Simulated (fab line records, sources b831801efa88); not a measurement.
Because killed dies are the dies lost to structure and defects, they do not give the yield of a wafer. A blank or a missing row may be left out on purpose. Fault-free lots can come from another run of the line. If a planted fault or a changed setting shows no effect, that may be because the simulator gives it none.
Chamber matching	flow sky130	SKY_POLY_GATE_ETCH_15 on rie_diel-01 has 4 sister chambers
The step etches BARC in N2/H2, stops on SiO2, time 118.5 s, target depth 110 nm. 4 wafers are shown with their chamber, then 7 later ones without.

== WAFERS, EACH WITH ITS CHAMBER ==
wafer	chamber	drypump_motor_current_A (A)
L087.2	0	6.1
L087.4	1	6.2
L090.2	2	5.8
L090.4	3	5.1

== WAFERS MISSING THEIR CHAMBER ==
wafer	drypump_motor_current_A (A)
L090.6	5.8
L093.4	5.0
L093.5	6.2
L093.6	5.8
L096.4	6.2
L096.5	6.0
L096.6	6.2

== THE CHAMBER EACH PASSED THROUGH ==
wafer	from the rows above	in truth
L090.6	2	2
L093.4	3	3
L093.5	can't be placed: 1 or 0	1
L093.6	2	2
L096.4	can't be placed: 1 or 0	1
L096.5	can't be placed: 0 or 1 or 2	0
L096.6	can't be placed: 1 or 0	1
Correctly placed: 3 of 7. These rows do not allow placing 4 (true chamber among the candidates in 4). 0 placed wrongly.
How it was worked out, from the rows above alone: a wafer's distance from a chamber is the root of the sum, over the readings, of the square of ((its reading less the chamber's mean) divided by the reading's scatter). The wafer belongs to the nearest chamber; if the next one is less than 2 further off, it can't be placed. The mean given for a chamber averages the wafers shown for that chamber. The scatter: root of mean squared gap, hidden wafer to nearest shown wafer, with one shown wafer a chamber.
